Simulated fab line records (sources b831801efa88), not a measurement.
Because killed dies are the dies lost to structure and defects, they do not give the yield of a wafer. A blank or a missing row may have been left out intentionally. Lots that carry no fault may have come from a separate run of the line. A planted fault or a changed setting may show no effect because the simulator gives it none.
Which tool is to blame? / flow gf180mcu / Sampling: 15 lots, 45 wafers, 6 of 602 route steps

== WHAT EACH GAUGE READ, for each wafer ==
GF_STI_THK_MEAS_22.
lot=L536; measured=day 2 08:28; on=filmMetro-03; STI_OXIDATION_01_THK (nm)=14.95 14.93 14.83
lot=L537; measured=day 2 13:01; on=filmMetro-03; STI_OXIDATION_01_THK (nm)=14.33 14.29 14.32
lot=L538; measured=day 2 20:04; on=filmMetro-03; STI_OXIDATION_01_THK (nm)=14.91 14.89 15.18
lot=L539; measured=day 3 02:41; on=filmMetro-03; STI_OXIDATION_01_THK (nm)=14.50 14.46 14.40
lot=L541; measured=day 3 16:47; on=filmMetro-04; STI_OXIDATION_01_THK (nm)=15.15 15.38 15.03
lot=L546; measured=day 4 14:17; on=filmMetro-04; STI_OXIDATION_01_THK (nm)=15.05 14.66 15.06
lot=L550; measured=day 5 08:34; on=filmMetro-03; STI_OXIDATION_01_THK (nm)=14.63 14.78 14.75
lot=L551; measured=day 5 13:34; on=filmMetro-01; STI_OXIDATION_01_THK (nm)=15.16 15.19 15.20
lot=L552; measured=day 5 19:49; on=filmMetro-01; STI_OXIDATION_01_THK (nm)=14.93 14.80 15.22
lot=L553; measured=day 6 01:01; on=filmMetro-01; STI_OXIDATION_01_THK (nm)=14.53 14.84 14.81
lot=L554; measured=day 6 05:05; on=filmMetro-01; STI_OXIDATION_01_THK (nm)=14.58 14.88 14.73
lot=L555; measured=day 6 11:23; on=filmMetro-04; STI_OXIDATION_01_THK (nm)=14.80 15.22 14.99
lot=L556; measured=day 6 15:58; on=filmMetro-03; STI_OXIDATION_01_THK (nm)=14.94 14.88 15.37
lot=L557; measured=day 6 21:08; on=filmMetro-01; STI_OXIDATION_01_THK (nm)=14.94 15.14 14.95
lot=L558; measured=day 7 01:00; on=filmMetro-03; STI_OXIDATION_01_THK (nm)=15.13 15.24 15.29

GF_NWELL_TW_MEAS_11.
lot=L536; measured=day 3 11:59; on=filmMetro-04; NWELL_TW=1594 1591 1588
lot=L537; measured=day 3 16:34; on=filmMetro-02; NWELL_TW=1548 1559 1548
lot=L538; measured=day 3 23:58; on=filmMetro-02; NWELL_TW=1551 1548 1557
lot=L539; measured=day 4 13:31; on=filmMetro-01; NWELL_TW=1936 1939 1946 1942 1939 1942
lot=L541; measured=day 5 00:26; on=filmMetro-02; NWELL_TW=1893 1883 1901 1885 1883 1894
lot=L546; measured=day 5 22:17; on=filmMetro-01; NWELL_TW=1921 1927 1924 1914 1909 1921
lot=L550; measured=day 6 18:51; on=filmMetro-01; NWELL_TW=1579 1579 1572
lot=L551; measured=day 6 23:03; on=filmMetro-01; NWELL_TW=1572 1575 1565
lot=L552; measured=day 7 06:28; on=filmMetro-01; NWELL_TW=1553 1550 1553
lot=L553; measured=day 7 10:28; on=filmMetro-02; NWELL_TW=1551 1553 1545
lot=L554; measured=day 7 15:34; on=filmMetro-01; NWELL_TW=1553 1559 1559
lot=L555; measured=day 7 21:34; on=filmMetro-04; NWELL_TW=1579 1586 1585
lot=L556; measured=day 8 03:16; on=filmMetro-01; NWELL_TW=1571 1576 1567
lot=L557; measured=day 8 06:47; on=filmMetro-01; NWELL_TW=1570 1570 1572
lot=L558; measured=day 8 11:16; on=filmMetro-01; NWELL_TW=1568 1567 1567

GF_VT_IMPLANT_RS_MEAS_47: a four-point-probe measurement.
lot=L536; measured=day 7 19:16; on=filmMetro-02; NWELL_RS (ohm/sq)=486.8 487.7 485.5
lot=L537; measured=day 7 23:47; on=filmMetro-01; NWELL_RS (ohm/sq)=489.6 487.7 489.3
lot=L538; measured=day 8 07:58; on=filmMetro-04; NWELL_RS (ohm/sq)=488.0 488.5 488.5
lot=L539; measured=day 8 23:05; on=filmMetro-01; NWELL_RS (ohm/sq)=348.9 349.2 349.6 349.4 350.1 349.9
lot=L541; measured=day 9 13:40; on=filmMetro-04; NWELL_RS (ohm/sq)=349.2 349.7 349.9 348.9 349.0 349.7
lot=L546; measured=day 10 16:37; on=filmMetro-01; NWELL_RS (ohm/sq)=349.6 350.6 350.3 349.8 350.3 350.2
lot=L550; measured=day 11 16:19; on=filmMetro-01; NWELL_RS (ohm/sq)=490.1 490.3 489.5
lot=L551; measured=day 11 23:41; on=filmMetro-02; NWELL_RS (ohm/sq)=487.4 489.5 488.3
lot=L552; measured=day 12 08:13; on=filmMetro-02; NWELL_RS (ohm/sq)=489.4 486.4 487.5
lot=L553; measured=day 12 12:28; on=filmMetro-04; NWELL_RS (ohm/sq)=487.7 488.0 486.7
lot=L554; measured=day 12 19:56; on=filmMetro-04; NWELL_RS (ohm/sq)=489.1 490.1 489.0
lot=L555; measured=day 13 03:37; on=filmMetro-02; NWELL_RS (ohm/sq)=488.5 489.5 488.9
lot=L556; measured=day 13 08:35; on=filmMetro-02; NWELL_RS (ohm/sq)=487.5 488.9 489.2
lot=L557; measured=day 13 16:26; on=filmMetro-02; NWELL_RS (ohm/sq)=488.0 488.7 487.6
lot=L558; measured=day 13 19:22; on=filmMetro-02; NWELL_RS (ohm/sq)=488.9 487.7 487.6

GF_DUAL_GATE_THK_MEAS_03.
lot=L536; measured=day 8 03:25; on=filmMetro-04; DUAL_GATE_OXIDATION_00_THK (nm)=11.07 11.14 10.99
lot=L537; measured=day 8 03:23; on=filmMetro-01; DUAL_GATE_OXIDATION_00_THK (nm)=10.98 10.86 10.88
lot=L538; measured=day 8 14:20; on=filmMetro-03; DUAL_GATE_OXIDATION_00_THK (nm)=11.31 11.17 11.21
lot=L550; measured=day 11 19:13; on=filmMetro-01; DUAL_GATE_OXIDATION_00_THK (nm)=10.57 10.67 10.66
lot=L551; measured=day 12 01:40; on=filmMetro-03; DUAL_GATE_OXIDATION_00_THK (nm)=11.18 11.26 11.10
lot=L552; measured=day 12 11:26; on=filmMetro-04; DUAL_GATE_OXIDATION_00_THK (nm)=10.80 10.94 10.89
lot=L553; measured=day 12 14:27; on=filmMetro-03; DUAL_GATE_OXIDATION_00_THK (nm)=10.69 10.96 10.80
lot=L554; measured=day 12 21:56; on=filmMetro-01; DUAL_GATE_OXIDATION_00_THK (nm)=11.01 10.84 11.05
lot=L555; measured=day 13 05:44; on=filmMetro-04; DUAL_GATE_OXIDATION_00_THK (nm)=11.22 11.10 11.24
lot=L556; measured=day 13 11:47; on=filmMetro-01; DUAL_GATE_OXIDATION_00_THK (nm)=10.91 11.10 10.99
lot=L557; measured=day 13 18:32; on=filmMetro-03; DUAL_GATE_OXIDATION_00_THK (nm)=11.30 11.45 11.24
lot=L558; measured=day 13 21:34; on=filmMetro-01; DUAL_GATE_OXIDATION_00_THK (nm)=11.24 11.31 11.13

GF_CONTACT_THK_MEAS_03.
lot=L536; measured=day 16 02:29; on=filmMetro-02; CONTACT_CVD_02_THK (nm)=856 861 866
lot=L537; measured=day 16 03:39; on=filmMetro-02; CONTACT_CVD_02_THK (nm)=856 856 870
lot=L538; measured=day 16 07:54; on=filmMetro-01; CONTACT_CVD_02_THK (nm)=872 858 869
lot=L550; measured=day 20 12:43; on=filmMetro-04; CONTACT_CVD_02_THK (nm)=871 876 892
lot=L551; measured=day 20 22:59; on=filmMetro-02; CONTACT_CVD_02_THK (nm)=851 853 866
lot=L552; measured=day 21 09:10; on=filmMetro-01; CONTACT_CVD_02_THK (nm)=868 864 867
lot=L553; measured=day 21 12:23; on=filmMetro-02; CONTACT_CVD_02_THK (nm)=868 893 883
lot=L554; measured=day 21 18:22; on=filmMetro-04; CONTACT_CVD_02_THK (nm)=869 872 885
lot=L555; measured=day 22 05:23; on=filmMetro-02; CONTACT_CVD_02_THK (nm)=873 875 880
lot=L556; measured=day 22 16:13; on=filmMetro-01; CONTACT_CVD_02_THK (nm)=863 861 867
lot=L557; measured=day 22 19:53; on=filmMetro-02; CONTACT_CVD_02_THK (nm)=865 870 867
lot=L558; measured=day 23 00:49; on=filmMetro-01; CONTACT_CVD_02_THK (nm)=846 874 858

== WHAT TOOL EACH LOT RAN ON (gives the tool, then ch and the chambers of the sampled wafers, and finally the start) ==
lot=L536; GF_NWELL_IMPLANT_08=implanter-02 ch 0, day 3 11:37
lot=L537; GF_NWELL_IMPLANT_08=implanter-02 ch 0, day 3 16:10
lot=L538; GF_NWELL_IMPLANT_08=implanter-02 ch 0, day 3 23:34
lot=L539; GF_NWELL_IMPLANT_08=implanter-02 ch 0, day 4 12:47
lot=L541; GF_NWELL_IMPLANT_08=implanter-03 ch 0, day 4 23:45
lot=L546; GF_NWELL_IMPLANT_08=implanter-03 ch 0, day 5 21:35
lot=L550; GF_NWELL_IMPLANT_08=implanter-02 ch 0, day 6 18:27
lot=L551; GF_NWELL_IMPLANT_08=implanter-02 ch 0, day 6 22:35
lot=L552; GF_NWELL_IMPLANT_08=implanter-03 ch 0, day 7 06:04
lot=L553; GF_NWELL_IMPLANT_08=implanter-02 ch 0, day 7 10:05
lot=L554; GF_NWELL_IMPLANT_08=implanter-02 ch 0, day 7 15:05
lot=L555; GF_NWELL_IMPLANT_08=implanter-03 ch 0, day 7 21:10
lot=L556; GF_NWELL_IMPLANT_08=implanter-04 ch 0, day 8 02:52
lot=L557; GF_NWELL_IMPLANT_08=implanter-02 ch 0, day 8 06:23
lot=L558; GF_NWELL_IMPLANT_08=implanter-03 ch 0, day 8 10:53
- GF_NWELL_IMPLANT_08

== AS READ BY THE TOOLS THEMSELVES (means over the sampled wafers that have a number; for cases with no such wafer, the mark the record gives instead) ==
The record holds no such reading with a usual standard deviation.

== THE ANSWER, worked out from the rows above alone ==
Rule: the usual values come from the lots themselves. The widest of any qualifying gaps counts: lots, ordered by their means at a reading, are off when they make up no more than a third of the lots, leave a main group of 4 or more, and stand apart from it by 3 or more times the standard deviation of that group's means. A main group is skipped when, at the precision printed for the reading in the tables above, its means are all equal. Also off: a lot with no number at a reading for which 4 or more lots have one. All remaining lots with rows at the step are treated as sound. Order of review: gauges by route order, followed by the tools' own readings, for which a lot's mean as printed above is used. The first step at which some lot is off is used, and at that step the reading that is off furthest; a lot without a number counts as furthest.
Off: L539, L541, L546, at GF_NWELL_TW_MEAS_11 (NWELL_TW). Mean 1566 and standard deviation 13 in the main group.
If a tool, at a process step before that reading, ran all the lots that are off and no sound lot after the first of them, it fits. The gauges at GF_NWELL_TW_MEAS_11 are tried like those tools. Not one of the candidates tried fits.

== WHAT THE SIMULATOR PUT IN ==
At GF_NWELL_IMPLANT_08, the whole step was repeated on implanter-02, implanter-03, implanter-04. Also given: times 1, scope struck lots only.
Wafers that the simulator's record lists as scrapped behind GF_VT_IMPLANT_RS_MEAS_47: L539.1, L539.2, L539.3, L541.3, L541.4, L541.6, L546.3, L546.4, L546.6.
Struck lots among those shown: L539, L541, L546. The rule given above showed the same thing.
